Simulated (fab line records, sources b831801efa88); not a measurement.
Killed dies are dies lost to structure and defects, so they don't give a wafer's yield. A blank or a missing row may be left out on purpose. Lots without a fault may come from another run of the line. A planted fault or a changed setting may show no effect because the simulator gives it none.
Which tool did it? | flow sky130 | 12 lots, 36 wafers sampled, at 5 steps of a route of 708

WHAT THE GAUGES READ, wafer by wafer
SKY_SONOS_ONO_THK_MEAS_01. Usual: SONOS_ONO_OXIDATION_THK 2.60 nm, standard deviation 0.05.
lot  | measured     | on            | SONOS_ONO_OXIDATION_THK (nm) | flag
L153 | day 12 14:41 | film_metro-03 | 2.65 2.52 2.55               |
L155 | day 13 01:23 | film_metro-01 | 2.68 2.63 2.67               |
L156 | day 13 01:23 | film_metro-02 | 2.71 2.68 2.66               |
L157 | day 13 20:37 | film_metro-01 | 2.58 2.61 2.51               |
L158 | day 14 02:07 | film_metro-02 | 2.65 2.66 2.65               |
L165 | day 16 00:25 | film_metro-01 | 2.62 2.58 2.61               |
L167 | day 17 06:40 | film_metro-03 | 2.66 2.60 2.69               |
L169 | day 17 18:59 | film_metro-02 | 2.63 2.62 2.58               |
L170 | day 17 21:35 | film_metro-03 | 2.57 2.56 2.61               |
L171 | day 18 04:24 | film_metro-01 | 2.60 2.60 2.58               |
L173 | day 18 21:27 | film_metro-01 | 2.53 2.60 2.50               |
L175 | day 19 20:10 | film_metro-01 | 2.63 2.56 2.56               |

SKY_SONOS_ONO_OVL_MEAS_14. Usual: SONOS_ONO_OVL -1.4 nm, standard deviation 1.8.
lot  | measured     | on         | SONOS_ONO_OVL (nm) | flag
L153 | day 13 20:26 | overlay-02 | 1.1 -0.3 -0.7      |
L155 | day 14 06:04 | overlay-01 | -2.2 -0.9 -2.3     |
L156 | day 14 06:34 | overlay-01 | 0.8 0.7 -0.1       |
L157 | day 15 06:59 | overlay-01 | -4.4 -3.8 -5.3     |
L158 | day 15 07:13 | overlay-02 | -4.8 -4.1 -4.4     |
L165 | day 17 10:04 | overlay-02 | -0.4 0.3 2.7       |
L167 | day 18 14:09 | overlay-01 | -1.0 -2.4 -1.7     |
L169 | day 19 03:26 | overlay-01 | 3.5 2.3 -0.7       |
L170 | day 19 12:04 | overlay-02 | -2.3 -1.6 -2.4     |
L171 | day 19 15:10 | overlay-01 | -1.7 -3.1 -3.3     |
L173 | day 20 10:40 | overlay-01 | -1.1 -1.4 0.7      |
L175 | day 21 05:52 | overlay-02 | -0.8 -0.4 -1.7     |

SKY_GATE_OXIDE_THK_MEAS_02. Usual: GATE_OXIDE_OXIDATION_00_THK 10.36 nm, standard deviation 0.18.
lot  | measured     | on            | GATE_OXIDE_OXIDATION_00_THK (nm) | flag
L153 | day 14 02:13 | film_metro-04 | 10.21 10.27 10.13                |
L155 | day 14 10:23 | film_metro-01 | 10.36 10.41 10.24                |
L156 | day 14 10:23 | film_metro-03 | 10.30 10.19 10.26                |
L157 | day 15 10:23 | film_metro-04 | 16.28 16.19 16.33                | OFF
L158 | day 15 08:59 | film_metro-03 | 10.17 10.23 10.31                |
L165 | day 17 14:02 | film_metro-01 | 16.81 16.95 16.97                | OFF
L167 | day 18 16:11 | film_metro-03 | 10.63 10.51 10.61                |
L169 | day 19 05:11 | film_metro-03 | 10.51 10.44 10.42                |
L170 | day 19 13:50 | film_metro-04 | 10.41 10.19 10.22                |
L171 | day 19 16:55 | film_metro-03 | 10.71 10.78 10.38                |
L173 | day 20 12:47 | film_metro-01 | 10.60 10.44 10.61                |
L175 | day 21 09:52 | film_metro-03 | 10.46 10.43 10.59                |

WHICH TOOL RAN EACH LOT (tool, then ch and the chambers of the sampled wafers, then the start)
lot  | SKY_SONOS_ONO_STRIP_17               | SKY_GATE_OXIDE_OXIDATION_01
L153 | plasma_asher-01 ch 0,1, day 13 20:35 | furnace-02 ch 0, day 14 00:49
L155 | plasma_asher-03 ch 0,1, day 14 06:12 | furnace-01 ch 0, day 14 08:58
L156 | plasma_asher-01 ch 0,1, day 14 06:43 | furnace-01 ch 0, day 14 08:58
L157 | plasma_asher-04 ch 0,1, day 15 07:08 | furnace-01 ch 0, day 15 07:20 and furnace-02 ch 0, day 15 08:59
L158 | plasma_asher-01 ch 0,1, day 15 07:22 | furnace-02 ch 0, day 15 07:34
L165 | plasma_asher-01 ch 0,1, day 17 10:13 | furnace-02 ch 0, day 17 10:53 and furnace-01 ch 0, day 17 12:38
L167 | plasma_asher-03 ch 0,1, day 18 14:19 | furnace-01 ch 0, day 18 14:45
L169 | plasma_asher-03 ch 0,1, day 19 03:35 | furnace-01 ch 0, day 19 03:47
L170 | plasma_asher-04 ch 0,1, day 19 12:13 | furnace-01 ch 0, day 19 12:25
L171 | plasma_asher-01 ch 0,1, day 19 15:19 | furnace-01 ch 0, day 19 15:31
L173 | plasma_asher-01 ch 0,1, day 20 10:49 | furnace-01 ch 0, day 20 11:23
L175 | plasma_asher-03 ch 0, day 21 06:01   | furnace-01 ch 0, day 21 08:27
- SKY_SONOS_ONO_STRIP_17: strips in O2/N2.
- SKY_GATE_OXIDE_OXIDATION_01: stabilise 600 s, purge 300 s, target thk 10.268 nm.

WHAT THE TOOLS THEMSELVES READ (means of the sampled wafers that have a number; where no wafer has one, the mark that the record gives instead)
SKY_SONOS_ONO_STRIP_17. Usual: drypump_motor_current_A 5.9 A, standard deviation 0.47; n2_flow_sccm 299.9 sccm, standard deviation 0.93; oes_product_au 0.710 a.u., standard deviation 0.0042; strip_time_to_endpoint_s 14.10 s, standard deviation 0.04.
lot  | tool            | drypump_motor_current_A (A) | n2_flow_sccm (sccm) | oes_product_au (a.u.) | strip_time_to_endpoint_s (s) | flag
L153 | plasma_asher-01 | 6.5                         | 300.3               | 0.707                 | 14.12                        |
L155 | plasma_asher-03 | 6.1                         | 298.6               | 0.710                 | 14.16                        |
L156 | plasma_asher-01 | 6.4                         | 299.2               | 0.707                 | 14.05                        |
L157 | plasma_asher-04 | 5.6                         | 298.9               | 0.710                 | 14.09                        |
L158 | plasma_asher-01 | 6.4                         | 299.3               | 0.712                 | 14.16                        |
L165 | plasma_asher-01 | 6.4                         | 299.9               | 0.709                 | 14.06                        |
L167 | plasma_asher-03 | 5.7                         | 299.9               | 0.712                 | 14.02                        |
L169 | plasma_asher-03 | 6.1                         | 300.1               | 0.712                 | 14.11                        |
L170 | plasma_asher-04 | 5.5                         | 300.0               | 0.714                 | 14.05                        |
L171 | plasma_asher-01 | 6.5                         | 300.3               | 0.716                 | 14.13                        |
L173 | plasma_asher-01 | 6.4                         | 299.1               | 0.711                 | 14.08                        |
L175 | plasma_asher-03 | 5.4                         | 298.8               | 0.706                 | 14.16                        |

SKY_GATE_OXIDE_OXIDATION_01. Usual: ox_temp_c 900.1 C, standard deviation 0.39; spike_tc_upper_C 901.3 C, standard deviation 1.7; zone_power_bottom_pct 29 %, standard deviation 3.4.
lot  | tool                  | ox_temp_c (C) | spike_tc_upper_C (C) | zone_power_bottom_pct (%) | flag
L153 | furnace-02            | 899.3         | 902.1                | 32                        |
L155 | furnace-01            | 900.1         | 900.0                | 26                        |
L156 | furnace-01            | 900.1         | 900.0                | 26                        |
L157 | furnace-01/furnace-02 | 899.8         | 901.7                | 29                        |
L158 | furnace-02            | 900.4         | 904.3                | 32                        |
L165 | furnace-02/furnace-01 | 900.2         | 901.2                | 29                        |
L167 | furnace-01            | 900.2         | 900.1                | 26                        |
L169 | furnace-01            | 900.1         | 899.7                | 26                        |
L170 | furnace-01            | 900.5         | 899.8                | 26                        |
L171 | furnace-01            | 900.6         | 900.2                | 26                        |
L173 | furnace-01            | 900.0         | 899.8                | 26                        |
L175 | furnace-01            | 900.0         | 899.4                | 26                        |

THE ANSWER, worked out from the rows above alone
Rule: a lot is off if the mean of its wafers that have a number lies more than 3 standard deviations from the usual mean. A lot without any number at a reading at which 4 lots or more have one is off too. The other lots that the step has rows for count as sound. The gauges are gone through in route order, then the tools' own readings, and for those a lot's mean is taken as printed above. The first step at which some lot is off is used, and at that step the reading that is off furthest; a lot without a number counts as furthest.
Off: L157, L165, at SKY_GATE_OXIDE_THK_MEAS_02 (GATE_OXIDE_OXIDATION_00_THK).
A tool fits if, at a process step before that reading, it ran every lot that is off, and no sound lot after the first of them. The gauges at SKY_GATE_OXIDE_THK_MEAS_02 are tried like those tools. One fits: furnace-02 at SKY_GATE_OXIDE_OXIDATION_01. Its last sound lot is L158 (day 15 07:34), its first lot that is off L157 (day 15 08:59): a fault that began between those two fits.

WHAT THE SIMULATOR HAD PUT IN
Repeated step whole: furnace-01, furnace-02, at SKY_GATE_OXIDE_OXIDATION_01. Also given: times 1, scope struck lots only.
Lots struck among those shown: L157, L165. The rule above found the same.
